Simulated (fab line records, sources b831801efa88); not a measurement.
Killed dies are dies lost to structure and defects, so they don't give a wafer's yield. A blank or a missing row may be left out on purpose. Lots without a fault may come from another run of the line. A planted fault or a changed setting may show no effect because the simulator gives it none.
Which tool did it? | flow sky130 | 12 lots, 36 wafers sampled, at 1 step of a route of 708

WHAT THE GAUGES READ, wafer by wafer
SKY_PWDE_OVL_MEAS_07.
lot  | measured    | on         | PWDE_OVL (nm)
L075 | day 4 04:06 | overlay-02 | -0.8 -1.0 -1.3
L077 | day 4 10:11 | overlay-02 | 0.2 1.5 0.7
L079 | day 5 02:16 | overlay-01 | 0.7 0.5 -2.1
L082 | day 6 03:04 | overlay-01 | 0.7 1.4 1.9
L083 | day 6 04:38 | overlay-02 | 0.7 0.9 -0.6
L085 | day 6 12:23 | overlay-01 | 2.4 -0.6 -1.0
L087 | day 7 03:11 | overlay-01 | 0.5 1.0 -0.1
L089 | day 7 10:31 | overlay-01 | -1.2 -1.7 -1.5
L091 | day 7 22:09 | overlay-02 | -0.9 0.4 -0.6
L093 | day 8 09:50 | overlay-01 | 1.8 -0.7 1.1
L095 | day 8 18:19 | overlay-01 | -2.2 0.9 -1.0
L097 | day 9 04:35 | overlay-01 | -0.7 -0.9 -1.5

WHICH TOOL RAN EACH LOT (tool, then ch and the chambers of the sampled wafers, then the start)
The record holds no process step before these readings.

THE ANSWER, worked out from the rows above alone
Rule: what is usual is taken from the lots themselves. Put in order of their means at a reading, lots are off if they are a third of the lots or fewer, leave a main group of 4 or more, and stand apart from it by a gap of 3 or more times the standard deviation of the main group's means; of several such gaps the widest counts. A main group whose means are all the same, to the digits that the tables above print for the reading, isn't used. A lot without any number at a reading at which 4 lots or more have one is off too. The other lots that the step has rows for count as sound.
No lot is off at any reading shown: from this, nothing can be told.

WHAT THE SIMULATOR HAD PUT IN
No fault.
